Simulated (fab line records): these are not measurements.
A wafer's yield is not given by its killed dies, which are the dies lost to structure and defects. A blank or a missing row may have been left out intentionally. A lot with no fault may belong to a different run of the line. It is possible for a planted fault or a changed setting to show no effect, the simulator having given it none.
fab line records :: flow gf180mcu
[record]
  lots = 15
  wafers = 45
  last_day = 34
route steps=602 shown DUAL_GATE@143
lots that met no fault: taken from a fault-free run of the same line
start_h: hours from the record's first day to the start of the lot's first wafer shown :: wait_h: time in hours since the lot's previous step :: " repeats the value in the row above :: L1.1+2: a single row standing in for several wafers :: - either no value or no given start :: * or withheld: withheld :: < > ~ a bound
route shown NAME@n: a module of which the file shows steps, and the number in the route of the first :: usual: mean/standard deviation of fault-free wafers :: same: alike in all rows :: chamber/n: place in a boat :: sites: per-site readings :: _std_site: standard deviation of those values :: _edge_site: mean of outer sites minus mean of inner sites :: radius_mm: how far each site lies from the wafer's centre :: mask NAME#n: copy n :: behind: the last tool/chamber to shape the wafer :: hold: what put the lot on hold/how long, in hours/how the hold closed :: device: names the non-switching transistor (n, p or np) :: end of line: tests run on the same wafers once the route is complete :: where a step has no rows: the recipe by itself :: killed: dies lost to structure and defects at the first sort, not the wafer's yield :: map: a wafer's dies, marking killed ones x, the rest . and places with no die _
set.NAME: the setting the step ran with; set.NAME@STEP: the setting that earlier step ran with :: model.NAME: the simulator's own value behind a step, which no gauge read
route steps across a sampled set of lots; one table per step, one row per wafer
services: the hour from which a tool's chamber was out of use, counted from the record's first day as start_h (under 0 if before that day), plus the number of hours and why
[[steps]]
[step GF_DUAL_GATE_OXIDATION_02]
[recipe]
  temp_c = 900
  ambient = O2
  stabilise_s = 600
  purge_s = 300
  target_thk_a = 108.87
  ox_time_s = 1602
[usual]
  spike_tc_bottom_C = 919.0/1.1
  spike_tc_centre_C = 901.2/1.1
  spike_tc_lower_C = 900.4/1.2
  spike_tc_top_C = 915.2/2.5
  spike_tc_upper_C = 899.3/1.2
  tube_center_temp_C = 900/0.084
  tube_center_temp_C_max = 902.3/0.34
  zone_power_centre_pct = 17.6/1.5
  zone_power_top_pct = 32.3/1.9
  zone_power_upper_pct = 16.27/0.3
[same]
  ox_time_s = 1602
lot.wafer: L987.3
tool: furnace-02
chamber: 0
start_h: 158.19
wait_h: 1.5
spike_tc_bottom_C: 920.7
spike_tc_centre_C: 902.3
spike_tc_lower_C: 902.0
spike_tc_top_C: 916.6
spike_tc_upper_C: 900.5
tube_center_temp_C: 900.08
tube_center_temp_C_max: 902.3
zone_power_centre_pct: 18.9
zone_power_top_pct: 34.1
zone_power_upper_pct: 15.65

lot.wafer: L987.4
tool: furnace-02
chamber: 0
start_h: 158.19
wait_h: 1.5
spike_tc_bottom_C: 921.2
spike_tc_centre_C: 901.4
spike_tc_lower_C: 902.3
spike_tc_top_C: 916.3
spike_tc_upper_C: 898.6
tube_center_temp_C: 899.9
tube_center_temp_C_max: 902.2
zone_power_centre_pct: 18.8
zone_power_top_pct: 34.1
zone_power_upper_pct: 15.96

lot.wafer: L987.5
tool: furnace-02
chamber: 0
start_h: 158.19
wait_h: 1.5
spike_tc_bottom_C: 920.6
spike_tc_centre_C: 901.7
spike_tc_lower_C: 902.0
spike_tc_top_C: 917.1
spike_tc_upper_C: 901.2
tube_center_temp_C: 899.96
tube_center_temp_C_max: 902.6
zone_power_centre_pct: 19.1
zone_power_top_pct: 35.1
zone_power_upper_pct: 15.89

lot.wafer: L989.2
tool: furnace-01
chamber: 0
start_h: 167.54
wait_h: 0.2
spike_tc_bottom_C: 918.4
spike_tc_centre_C: 902.4
spike_tc_lower_C: 899.0
spike_tc_top_C: 912.4
spike_tc_upper_C: 896.8
tube_center_temp_C: 899.96
tube_center_temp_C_max: 902.0
zone_power_centre_pct: 16.1
zone_power_top_pct: 30.1
zone_power_upper_pct: 16.94

lot.wafer: L989.3
tool: furnace-01
chamber: 0
start_h: 167.54
wait_h: 0.2
spike_tc_bottom_C: 919.1
spike_tc_centre_C: 902.1
spike_tc_lower_C: 899.7
spike_tc_top_C: 911.6
spike_tc_upper_C: 898.9
tube_center_temp_C: 899.97
tube_center_temp_C_max: 902.3
zone_power_centre_pct: 16.4
zone_power_top_pct: 30.3
zone_power_upper_pct: 16.59

lot.wafer: L989.6
tool: furnace-01
chamber: 0
start_h: 167.54
wait_h: 0.2
spike_tc_bottom_C: 918.2
spike_tc_centre_C: 902.5
spike_tc_lower_C: 898.7
spike_tc_top_C: 912.9
spike_tc_upper_C: 896.8
tube_center_temp_C: 899.97
tube_center_temp_C_max: 902.8
zone_power_centre_pct: 16.2
zone_power_top_pct: 30.3
zone_power_upper_pct: 16.72

lot.wafer: L990.1
tool: furnace-02
chamber: 0
start_h: 178.07
wait_h: 0.0
spike_tc_bottom_C: 917.4
spike_tc_centre_C: 899.5
spike_tc_lower_C: 900.4
spike_tc_top_C: 917.6
spike_tc_upper_C: 900.4
tube_center_temp_C: 899.92
tube_center_temp_C_max: 901.8
zone_power_centre_pct: 18.8
zone_power_top_pct: 33.7
zone_power_upper_pct: 16.06

lot.wafer: L990.2
tool: furnace-02
chamber: 0
start_h: 178.07
wait_h: 0.0
spike_tc_bottom_C: 920.4
spike_tc_centre_C: 900.9
spike_tc_lower_C: 902.1
spike_tc_top_C: 918.5
spike_tc_upper_C: 900.5
tube_center_temp_C: 900.02
tube_center_temp_C_max: 903.0
zone_power_centre_pct: 19.2
zone_power_top_pct: 34.3
zone_power_upper_pct: 16.12

lot.wafer: L990.6
tool: furnace-02
chamber: 0
start_h: 178.07
wait_h: 0.0
spike_tc_bottom_C: 919.7
spike_tc_centre_C: 899.9
spike_tc_lower_C: 900.2
spike_tc_top_C: 918.3
spike_tc_upper_C: 899.1
tube_center_temp_C: 899.95
tube_center_temp_C_max: 902.2
zone_power_centre_pct: 19.0
zone_power_top_pct: 34.5
zone_power_upper_pct: 15.97

lot.wafer: L991.1
tool: furnace-02
chamber: 0
start_h: 181.45
wait_h: 0.0
spike_tc_bottom_C: 920.0
spike_tc_centre_C: 901.2
spike_tc_lower_C: 900.6
spike_tc_top_C: 916.7
spike_tc_upper_C: 900.0
tube_center_temp_C: 899.87
tube_center_temp_C_max: 902.0
zone_power_centre_pct: 18.8
zone_power_top_pct: 33.7
zone_power_upper_pct: 16.08

lot.wafer: L991.3
tool: furnace-02
chamber: 0
start_h: 181.45
wait_h: 0.0
spike_tc_bottom_C: 918.4
spike_tc_centre_C: 900.0
spike_tc_lower_C: 900.3
spike_tc_top_C: 917.3
spike_tc_upper_C: 900.1
tube_center_temp_C: 899.96
tube_center_temp_C_max: 902.4
zone_power_centre_pct: 19.1
zone_power_top_pct: 34.2
zone_power_upper_pct: 16.26

lot.wafer: L991.5
tool: furnace-02
chamber: 0
start_h: 181.45
wait_h: 0.0
spike_tc_bottom_C: 918.8
spike_tc_centre_C: 901.4
spike_tc_lower_C: 900.1
spike_tc_top_C: 914.8
spike_tc_upper_C: 899.4
tube_center_temp_C: 899.97
tube_center_temp_C_max: 901.9
zone_power_centre_pct: 19.0
zone_power_top_pct: 34.2
zone_power_upper_pct: 15.88

lot.wafer: L992.3
tool: furnace-02
chamber: 0
start_h: 192.44
wait_h: 0.0
spike_tc_bottom_C: 895.3
spike_tc_centre_C: 878.8
spike_tc_lower_C: 878.2
spike_tc_top_C: 893.2
spike_tc_upper_C: 877.7
tube_center_temp_C: 876.7
tube_center_temp_C_max: 878.8
zone_power_centre_pct: 18.1
zone_power_top_pct: 31.8
zone_power_upper_pct: 15.28

lot.wafer: L992.4
tool: furnace-02
chamber: 0
start_h: 192.44
wait_h: 0.0
spike_tc_bottom_C: 896.7
spike_tc_centre_C: 879.9
spike_tc_lower_C: 879.7
spike_tc_top_C: 894.1
spike_tc_upper_C: 878.4
tube_center_temp_C: 876.69
tube_center_temp_C_max: 879.1
zone_power_centre_pct: 18.1
zone_power_top_pct: 33.2
zone_power_upper_pct: 15.11

lot.wafer: L992.5
tool: furnace-02
chamber: 0
start_h: 192.44
wait_h: 0.0
spike_tc_bottom_C: 896.8
spike_tc_centre_C: 877.0
spike_tc_lower_C: 875.2
spike_tc_top_C: 894.8
spike_tc_upper_C: 877.1
tube_center_temp_C: 876.75
tube_center_temp_C_max: 878.4
zone_power_centre_pct: 17.9
zone_power_top_pct: 33.1
zone_power_upper_pct: 15.20

lot.wafer: L993.1
tool: furnace-02
chamber: 0
start_h: 197.76
wait_h: 0.9
spike_tc_bottom_C: 896.0
spike_tc_centre_C: 876.2
spike_tc_lower_C: 879.5
spike_tc_top_C: 894.3
spike_tc_upper_C: 876.8
tube_center_temp_C: 876.66
tube_center_temp_C_max: 879.1
zone_power_centre_pct: 17.7
zone_power_top_pct: 33.1
zone_power_upper_pct: 15.01

lot.wafer: L993.2
tool: furnace-02
chamber: 0
start_h: 197.76
wait_h: 0.9
spike_tc_bottom_C: 895.9
spike_tc_centre_C: 877.0
spike_tc_lower_C: 877.7
spike_tc_top_C: 894.6
spike_tc_upper_C: 878.0
tube_center_temp_C: 876.82
tube_center_temp_C_max: 879.2
zone_power_centre_pct: 17.8
zone_power_top_pct: 32.8
zone_power_upper_pct: 15.24

lot.wafer: L993.4
tool: furnace-02
chamber: 0
start_h: 197.76
wait_h: 0.9
spike_tc_bottom_C: 897.1
spike_tc_centre_C: 876.5
spike_tc_lower_C: 877.7
spike_tc_top_C: 894.2
spike_tc_upper_C: 878.9
tube_center_temp_C: 876.62
tube_center_temp_C_max: 878.7
zone_power_centre_pct: 18.2
zone_power_top_pct: 33.2
zone_power_upper_pct: 15.14

lot.wafer: L996.1
tool: furnace-02
chamber: 0
start_h: 218.79
wait_h: 0.0
spike_tc_bottom_C: 895.7
spike_tc_centre_C: 878.1
spike_tc_lower_C: 877.9
spike_tc_top_C: 893.6
spike_tc_upper_C: 878.7
tube_center_temp_C: 876.77
tube_center_temp_C_max: 878.9
zone_power_centre_pct: 18.1
zone_power_top_pct: 32.7
zone_power_upper_pct: 15.04

lot.wafer: L996.4
tool: furnace-02
chamber: 0
start_h: 218.79
wait_h: 0.0
spike_tc_bottom_C: 896.9
spike_tc_centre_C: 877.9
spike_tc_lower_C: 878.3
spike_tc_top_C: 896.2
spike_tc_upper_C: 876.6
tube_center_temp_C: 876.76
tube_center_temp_C_max: 879.1
zone_power_centre_pct: 18.4
zone_power_top_pct: 32.6
zone_power_upper_pct: 14.96

lot.wafer: L996.5
tool: furnace-02
chamber: 0
start_h: 218.79
wait_h: 0.0
spike_tc_bottom_C: 895.7
spike_tc_centre_C: 876.4
spike_tc_lower_C: 877.4
spike_tc_top_C: 894.4
spike_tc_upper_C: 877.0
tube_center_temp_C: 876.78
tube_center_temp_C_max: 880.1
zone_power_centre_pct: 18.0
zone_power_top_pct: 32.9
zone_power_upper_pct: 15.25

lot.wafer: L103.1
tool: furnace-01
chamber: 0
start_h: 267.14
wait_h: 0.0
spike_tc_bottom_C: 918.2
spike_tc_centre_C: 902.8
spike_tc_lower_C: 900.7
spike_tc_top_C: 911.2
spike_tc_upper_C: 898.0
tube_center_temp_C: 899.88
tube_center_temp_C_max: 902.5
zone_power_centre_pct: 16.0
zone_power_top_pct: 31.2
zone_power_upper_pct: 16.45

lot.wafer: L103.3
tool: furnace-01
chamber: 0
start_h: 267.14
wait_h: 0.0
spike_tc_bottom_C: 916.8
spike_tc_centre_C: 902.4
spike_tc_lower_C: 899.1
spike_tc_top_C: 913.3
spike_tc_upper_C: 900.1
tube_center_temp_C: 899.99
tube_center_temp_C_max: 902.8
zone_power_centre_pct: 16.1
zone_power_top_pct: 30.2
zone_power_upper_pct: 16.36

lot.wafer: L103.6
tool: furnace-01
chamber: 0
start_h: 267.14
wait_h: 0.0
spike_tc_bottom_C: 919.0
spike_tc_centre_C: 900.8
spike_tc_lower_C: 900.9
spike_tc_top_C: 913.9
spike_tc_upper_C: 899.0
tube_center_temp_C: 899.83
tube_center_temp_C_max: 902.4
zone_power_centre_pct: 16.1
zone_power_top_pct: 30.1
zone_power_upper_pct: 16.24

lot.wafer: L104.2
tool: furnace-01
chamber: 0
start_h: 273.53
wait_h: 0.0
spike_tc_bottom_C: 919.0
spike_tc_centre_C: 900.2
spike_tc_lower_C: 898.5
spike_tc_top_C: 913.8
spike_tc_upper_C: 898.8
tube_center_temp_C: 900.21
tube_center_temp_C_max: 902.2
zone_power_centre_pct: 15.9
zone_power_top_pct: 30.7
zone_power_upper_pct: 16.48

lot.wafer: L104.4
tool: furnace-01
chamber: 0
start_h: 273.53
wait_h: 0.0
spike_tc_bottom_C: 919.1
spike_tc_centre_C: 901.2
spike_tc_lower_C: 900.7
spike_tc_top_C: 911.3
spike_tc_upper_C: 897.8
tube_center_temp_C: 899.8
tube_center_temp_C_max: 902.4
zone_power_centre_pct: 16.0
zone_power_top_pct: 30.9
zone_power_upper_pct: 16.63

lot.wafer: L104.5
tool: furnace-01
chamber: 0
start_h: 273.53
wait_h: 0.0
spike_tc_bottom_C: 917.4
spike_tc_centre_C: 901.4
spike_tc_lower_C: 898.0
spike_tc_top_C: 912.7
spike_tc_upper_C: 899.0
tube_center_temp_C: 899.98
tube_center_temp_C_max: 902.2
zone_power_centre_pct: 16.2
zone_power_top_pct: 30.7
zone_power_upper_pct: 16.35

lot.wafer: L105.1
tool: furnace-01
chamber: 0
start_h: 279.86
wait_h: 1.6
spike_tc_bottom_C: 918.8
spike_tc_centre_C: 901.0
spike_tc_lower_C: 901.0
spike_tc_top_C: 913.5
spike_tc_upper_C: 899.7
tube_center_temp_C: 900.01
tube_center_temp_C_max: 902.7
zone_power_centre_pct: 16.3
zone_power_top_pct: 30.1
zone_power_upper_pct: 16.39

lot.wafer: L105.3
tool: furnace-01
chamber: 0
start_h: 279.86
wait_h: 1.6
spike_tc_bottom_C: 920.6
spike_tc_centre_C: 899.9
spike_tc_lower_C: 896.8
spike_tc_top_C: 913.3
spike_tc_upper_C: 899.9
tube_center_temp_C: 900.11
tube_center_temp_C_max: 902.4
zone_power_centre_pct: 16.0
zone_power_top_pct: 30.1
zone_power_upper_pct: 16.63

lot.wafer: L105.6
tool: furnace-01
chamber: 0
start_h: 279.86
wait_h: 1.6
spike_tc_bottom_C: 919.3
spike_tc_centre_C: 901.3
spike_tc_lower_C: 899.3
spike_tc_top_C: 912.2
spike_tc_upper_C: 897.1
tube_center_temp_C: 900.1
tube_center_temp_C_max: 902.0
zone_power_centre_pct: 16.0
zone_power_top_pct: 30.3
zone_power_upper_pct: 16.58

lot.wafer: L106.1
tool: furnace-01
chamber: 0
start_h: 287.54
wait_h: 0.0
spike_tc_bottom_C: 920.6
spike_tc_centre_C: 903.8
spike_tc_lower_C: 901.2
spike_tc_top_C: 913.0
spike_tc_upper_C: 898.6
tube_center_temp_C: 899.99
tube_center_temp_C_max: 901.7
zone_power_centre_pct: 16.0
zone_power_top_pct: 30.2
zone_power_upper_pct: 16.48

lot.wafer: L106.4
tool: furnace-01
chamber: 0
start_h: 287.54
wait_h: 0.0
spike_tc_bottom_C: 917.9
spike_tc_centre_C: 904.3
spike_tc_lower_C: 898.7
spike_tc_top_C: 913.5
spike_tc_upper_C: 899.0
tube_center_temp_C: 899.96
tube_center_temp_C_max: 902.4
zone_power_centre_pct: 16.1
zone_power_top_pct: 30.3
zone_power_upper_pct: 16.36

lot.wafer: L106.6
tool: furnace-01
chamber: 0
start_h: 287.54
wait_h: 0.0
spike_tc_bottom_C: 919.5
spike_tc_centre_C: 901.1
spike_tc_lower_C: 901.0
spike_tc_top_C: 917.0
spike_tc_upper_C: 898.1
tube_center_temp_C: 900.03
tube_center_temp_C_max: 902.3
zone_power_centre_pct: 16.1
zone_power_top_pct: 30.7
zone_power_upper_pct: 16.55

lot.wafer: L107.1
tool: furnace-01
chamber: 0
start_h: 294.95
wait_h: 0.0
spike_tc_bottom_C: 919.5
spike_tc_centre_C: 901.3
spike_tc_lower_C: 899.5
spike_tc_top_C: 911.9
spike_tc_upper_C: 898.6
tube_center_temp_C: 900
tube_center_temp_C_max: 902.5
zone_power_centre_pct: 15.9
zone_power_top_pct: 30.0
zone_power_upper_pct: 16.58

lot.wafer: L107.4
tool: furnace-01
chamber: 0
start_h: 294.95
wait_h: 0.0
spike_tc_bottom_C: 920.5
spike_tc_centre_C: 900.7
spike_tc_lower_C: 900.4
spike_tc_top_C: 913.7
spike_tc_upper_C: 897.8
tube_center_temp_C: 899.96
tube_center_temp_C_max: 902.5
zone_power_centre_pct: 16.0
zone_power_top_pct: 30.4
zone_power_upper_pct: 16.78

lot.wafer: L107.5
tool: furnace-01
chamber: 0
start_h: 294.95
wait_h: 0.0
spike_tc_bottom_C: 920.0
spike_tc_centre_C: 902.4
spike_tc_lower_C: 898.8
spike_tc_top_C: 911.4
spike_tc_upper_C: 900.0
tube_center_temp_C: 900.09
tube_center_temp_C_max: 902.1
zone_power_centre_pct: 16.0
zone_power_top_pct: 30.3
zone_power_upper_pct: 16.75

lot.wafer: L108.1
tool: furnace-01
chamber: 0
start_h: 302.76
wait_h: 0.0
spike_tc_bottom_C: 921.7
spike_tc_centre_C: 901.7
spike_tc_lower_C: 899.2
spike_tc_top_C: 913.8
spike_tc_upper_C: 898.9
tube_center_temp_C: 900.03
tube_center_temp_C_max: 902.2
zone_power_centre_pct: 16.0
zone_power_top_pct: 30.5
zone_power_upper_pct: 16.30

lot.wafer: L108.3
tool: furnace-01
chamber: 0
start_h: 302.76
wait_h: 0.0
spike_tc_bottom_C: 917.3
spike_tc_centre_C: 903.5
spike_tc_lower_C: 900.2
spike_tc_top_C: 910.7
spike_tc_upper_C: 898.2
tube_center_temp_C: 900.05
tube_center_temp_C_max: 902.2
zone_power_centre_pct: 16.0
zone_power_top_pct: 30.5
zone_power_upper_pct: 16.74

lot.wafer: L108.4
tool: furnace-01
chamber: 0
start_h: 302.76
wait_h: 0.0
spike_tc_bottom_C: 919.6
spike_tc_centre_C: 901.9
spike_tc_lower_C: 899.7
spike_tc_top_C: 913.5
spike_tc_upper_C: 898.6
tube_center_temp_C: 900.01
tube_center_temp_C_max: 901.7
zone_power_centre_pct: 16.0
zone_power_top_pct: 30.7
zone_power_upper_pct: 16.49

lot.wafer: L109.1
tool: furnace-01
chamber: 0
start_h: 318.54
wait_h: 0.0
spike_tc_bottom_C: 919.1
spike_tc_centre_C: 902.7
spike_tc_lower_C: 899.9
spike_tc_top_C: 913.4
spike_tc_upper_C: 898.1
tube_center_temp_C: 900.19
tube_center_temp_C_max: 902.5
zone_power_centre_pct: 16.1
zone_power_top_pct: 30.8
zone_power_upper_pct: 16.64

lot.wafer: L109.2
tool: furnace-01
chamber: 0
start_h: 318.54
wait_h: 0.0
spike_tc_bottom_C: 918.0
spike_tc_centre_C: 900.4
spike_tc_lower_C: 901.5
spike_tc_top_C: 913.7
spike_tc_upper_C: 898.4
tube_center_temp_C: 900.04
tube_center_temp_C_max: 902.5
zone_power_centre_pct: 16.5
zone_power_top_pct: 30.4
zone_power_upper_pct: 16.37

lot.wafer: L109.5
tool: furnace-01
chamber: 0
start_h: 318.54
wait_h: 0.0
spike_tc_bottom_C: 919.4
spike_tc_centre_C: 901.4
spike_tc_lower_C: 898.2
spike_tc_top_C: 914.6
spike_tc_upper_C: 899.4
tube_center_temp_C: 900.13
tube_center_temp_C_max: 902.3
zone_power_centre_pct: 16.2
zone_power_top_pct: 30.6
zone_power_upper_pct: 16.56

lot.wafer: L110.1
tool: furnace-02
chamber: 0
start_h: 319.49
wait_h: 0.6
spike_tc_bottom_C: 917.9
spike_tc_centre_C: 900.7
spike_tc_lower_C: 899.5
spike_tc_top_C: 916.6
spike_tc_upper_C: 899.5
tube_center_temp_C: 900.07
tube_center_temp_C_max: 902.8
zone_power_centre_pct: 19.1
zone_power_top_pct: 34.2
zone_power_upper_pct: 16.26

lot.wafer: L110.4
tool: furnace-02
chamber: 0
start_h: 319.49
wait_h: 0.6
spike_tc_bottom_C: 920.0
spike_tc_centre_C: 899.3
spike_tc_lower_C: 901.6
spike_tc_top_C: 919.3
spike_tc_upper_C: 899.4
tube_center_temp_C: 899.87
tube_center_temp_C_max: 902.5
zone_power_centre_pct: 19.0
zone_power_top_pct: 33.9
zone_power_upper_pct: 15.94

lot.wafer: L110.5
tool: furnace-02
chamber: 0
start_h: 319.49
wait_h: 0.6
spike_tc_bottom_C: 916.9
spike_tc_centre_C: 902.8
spike_tc_lower_C: 902.1
spike_tc_top_C: 915.6
spike_tc_upper_C: 901.0
tube_center_temp_C: 900.05
tube_center_temp_C_max: 902.7
zone_power_centre_pct: 19.0
zone_power_top_pct: 34.0
zone_power_upper_pct: 16.03
[step GF_DUAL_GATE_THK_MEAS_03]
[recipe]
  reads = SiO2_of_DUAL_GATE_OXIDATION_02
[usual]
  DUAL_GATE_OXIDATION_00_THK = 11.01/0.2
lot.wafer: L987.3
tool: film_metro-01
chamber: -
start_h: 159.65
wait_h: 0.0
DUAL_GATE_OXIDATION_00_THK[nm]: 11.51

lot.wafer: L987.4
tool: film_metro-01
chamber: -
start_h: 159.65
wait_h: 0.0
DUAL_GATE_OXIDATION_00_THK[nm]: 11.47

lot.wafer: L987.5
tool: film_metro-01
chamber: -
start_h: 159.65
wait_h: 0.0
DUAL_GATE_OXIDATION_00_THK[nm]: 11.46

lot.wafer: L989.2
tool: film_metro-01
chamber: -
start_h: 169.00
wait_h: 0.0
DUAL_GATE_OXIDATION_00_THK[nm]: 11.24

lot.wafer: L989.3
tool: film_metro-01
chamber: -
start_h: 169.00
wait_h: 0.0
DUAL_GATE_OXIDATION_00_THK[nm]: 11.21

lot.wafer: L989.6
tool: film_metro-01
chamber: -
start_h: 169.00
wait_h: 0.0
DUAL_GATE_OXIDATION_00_THK[nm]: 11.07

lot.wafer: L990.1
tool: film_metro-01
chamber: -
start_h: 179.51
wait_h: 0.0
DUAL_GATE_OXIDATION_00_THK[nm]: 10.83

lot.wafer: L990.2
tool: film_metro-01
chamber: -
start_h: 179.51
wait_h: 0.0
DUAL_GATE_OXIDATION_00_THK[nm]: 11.04

lot.wafer: L990.6
tool: film_metro-01
chamber: -
start_h: 179.51
wait_h: 0.0
DUAL_GATE_OXIDATION_00_THK[nm]: 10.73

lot.wafer: L991.1
tool: film_metro-03
chamber: -
start_h: 182.90
wait_h: 0.0
DUAL_GATE_OXIDATION_00_THK[nm]: 10.86

lot.wafer: L991.3
tool: film_metro-03
chamber: -
start_h: 182.90
wait_h: 0.0
DUAL_GATE_OXIDATION_00_THK[nm]: 10.94

lot.wafer: L991.5
tool: film_metro-03
chamber: -
start_h: 182.90
wait_h: 0.0
DUAL_GATE_OXIDATION_00_THK[nm]: 10.86

lot.wafer: L992.3
tool: film_metro-03
chamber: -
start_h: 193.91
wait_h: 0.0
DUAL_GATE_OXIDATION_00_THK[nm]: 7.97

lot.wafer: L992.4
tool: film_metro-03
chamber: -
start_h: 193.91
wait_h: 0.0
DUAL_GATE_OXIDATION_00_THK[nm]: 8.12

lot.wafer: L992.5
tool: film_metro-03
chamber: -
start_h: 193.91
wait_h: 0.0
DUAL_GATE_OXIDATION_00_THK[nm]: 8.14

lot.wafer: L993.1
tool: film_metro-01
chamber: -
start_h: 199.21
wait_h: 0.0
DUAL_GATE_OXIDATION_00_THK[nm]: 8.59

lot.wafer: L993.2
tool: film_metro-01
chamber: -
start_h: 199.21
wait_h: 0.0
DUAL_GATE_OXIDATION_00_THK[nm]: 8.65

lot.wafer: L993.4
tool: film_metro-01
chamber: -
start_h: 199.21
wait_h: 0.0
DUAL_GATE_OXIDATION_00_THK[nm]: 8.47

lot.wafer: L996.1
tool: film_metro-03
chamber: -
start_h: 220.23
wait_h: 0.0
DUAL_GATE_OXIDATION_00_THK[nm]: 8.25

lot.wafer: L996.4
tool: film_metro-03
chamber: -
start_h: 220.23
wait_h: 0.0
DUAL_GATE_OXIDATION_00_THK[nm]: 8.36

lot.wafer: L996.5
tool: film_metro-03
chamber: -
start_h: 220.23
wait_h: 0.0
DUAL_GATE_OXIDATION_00_THK[nm]: 8.22

lot.wafer: L103.1
tool: film_metro-01
chamber: -
start_h: 268.58
wait_h: 0.0
DUAL_GATE_OXIDATION_00_THK[nm]: 11.27

lot.wafer: L103.3
tool: film_metro-01
chamber: -
start_h: 268.58
wait_h: 0.0
DUAL_GATE_OXIDATION_00_THK[nm]: 11.26

lot.wafer: L103.6
tool: film_metro-01
chamber: -
start_h: 268.58
wait_h: 0.0
DUAL_GATE_OXIDATION_00_THK[nm]: 11.10

lot.wafer: L104.2
tool: film_metro-01
chamber: -
start_h: 274.99
wait_h: 0.0
DUAL_GATE_OXIDATION_00_THK[nm]: 11.32

lot.wafer: L104.4
tool: film_metro-01
chamber: -
start_h: 274.99
wait_h: 0.0
DUAL_GATE_OXIDATION_00_THK[nm]: 11.27

lot.wafer: L104.5
tool: film_metro-01
chamber: -
start_h: 274.99
wait_h: 0.0
DUAL_GATE_OXIDATION_00_THK[nm]: 11.14

lot.wafer: L105.1
tool: film_metro-03
chamber: -
start_h: 281.30
wait_h: 0.0
DUAL_GATE_OXIDATION_00_THK[nm]: 10.97

lot.wafer: L105.3
tool: film_metro-03
chamber: -
start_h: 281.30
wait_h: 0.0
DUAL_GATE_OXIDATION_00_THK[nm]: 10.99

lot.wafer: L105.6
tool: film_metro-03
chamber: -
start_h: 281.30
wait_h: 0.0
DUAL_GATE_OXIDATION_00_THK[nm]: 10.88

lot.wafer: L106.1
tool: film_metro-03
chamber: -
start_h: 288.99
wait_h: 0.0
DUAL_GATE_OXIDATION_00_THK[nm]: 11.13

lot.wafer: L106.4
tool: film_metro-03
chamber: -
start_h: 288.99
wait_h: 0.0
DUAL_GATE_OXIDATION_00_THK[nm]: 11.31

lot.wafer: L106.6
tool: film_metro-03
chamber: -
start_h: 288.99
wait_h: 0.0
DUAL_GATE_OXIDATION_00_THK[nm]: 11.27

lot.wafer: L107.1
tool: film_metro-02
chamber: -
start_h: 296.39
wait_h: 0.0
DUAL_GATE_OXIDATION_00_THK[nm]: 11.09

lot.wafer: L107.4
tool: film_metro-02
chamber: -
start_h: 296.39
wait_h: 0.0
DUAL_GATE_OXIDATION_00_THK[nm]: 10.96

lot.wafer: L107.5
tool: film_metro-02
chamber: -
start_h: 296.39
wait_h: 0.0
DUAL_GATE_OXIDATION_00_THK[nm]: 11.09

lot.wafer: L108.1
tool: film_metro-02
chamber: -
start_h: 304.21
wait_h: 0.0
DUAL_GATE_OXIDATION_00_THK[nm]: 11.01

lot.wafer: L108.3
tool: film_metro-02
chamber: -
start_h: 304.21
wait_h: 0.0
DUAL_GATE_OXIDATION_00_THK[nm]: 11.06

lot.wafer: L108.4
tool: film_metro-02
chamber: -
start_h: 304.21
wait_h: 0.0
DUAL_GATE_OXIDATION_00_THK[nm]: 11.28

lot.wafer: L109.1
tool: film_metro-03
chamber: -
start_h: 319.99
wait_h: 0.0
DUAL_GATE_OXIDATION_00_THK[nm]: 11.00

lot.wafer: L109.2
tool: film_metro-03
chamber: -
start_h: 319.99
wait_h: 0.0
DUAL_GATE_OXIDATION_00_THK[nm]: 11.11

lot.wafer: L109.5
tool: film_metro-03
chamber: -
start_h: 319.99
wait_h: 0.0
DUAL_GATE_OXIDATION_00_THK[nm]: 11.11

lot.wafer: L110.1
tool: film_metro-03
chamber: -
start_h: 320.93
wait_h: 0.0
DUAL_GATE_OXIDATION_00_THK[nm]: 10.85

lot.wafer: L110.4
tool: film_metro-03
chamber: -
start_h: 320.93
wait_h: 0.0
DUAL_GATE_OXIDATION_00_THK[nm]: 10.93

lot.wafer: L110.5
tool: film_metro-03
chamber: -
start_h: 320.93
wait_h: 0.0
DUAL_GATE_OXIDATION_00_THK[nm]: 10.97
[[services]]
tool: furnace-01
chamber: -
start_h: 136.58
hours: 22.3
kind: pm

tool: furnace-02
chamber: -
start_h: 159.63
hours: 2.7
kind: pm

tool: furnace-02
chamber: -
start_h: 251.51
hours: 3.1
kind: pm

tool: furnace-02
chamber: -
start_h: 305.35
hours: 3.0
kind: pm
[[key]]
[first_sign]
  step = GF_DUAL_GATE_OXIDATION_02
  reading = tube_center_temp_C
  direction = down
  sigmas = 99+
  usual = *
  struck = *
[effect]
  step = GF_DUAL_GATE_OXIDATION_02
  reading = tube_center_temp_C_max
  direction = down
  sigmas = 67
  usual = *
  struck = *
[effect]
  step = GF_DUAL_GATE_THK_MEAS_03
  reading = DUAL_GATE_OXIDATION_00_THK
  direction = down
  sigmas = 13
  usual = 11.01
  struck = 8.31
met_at GF_DUAL_GATE_OXIDATION_02
struck_lots L992,L993,L996
tester_left_out L992,L993,L996
onset_between 181.45 192.44
[fault]
  kind = process_parameter_drift
  tool = furnace-02
  chamber = -
  onset_h = 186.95
  steps = GF_DUAL_GATE_OXIDATION_02
  channel = temp_c
  offset = *
  shape = step
  end_h = 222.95
  acts_in = *
  stated = *
// tester_left_out: of these lots the tester's yield and bins aren't shown, on N5 and GAA mostly nor the transistor test; their killed dies are dies lost to structure and defects alone, not to doping, threshold or leakage, so they don't give the yield
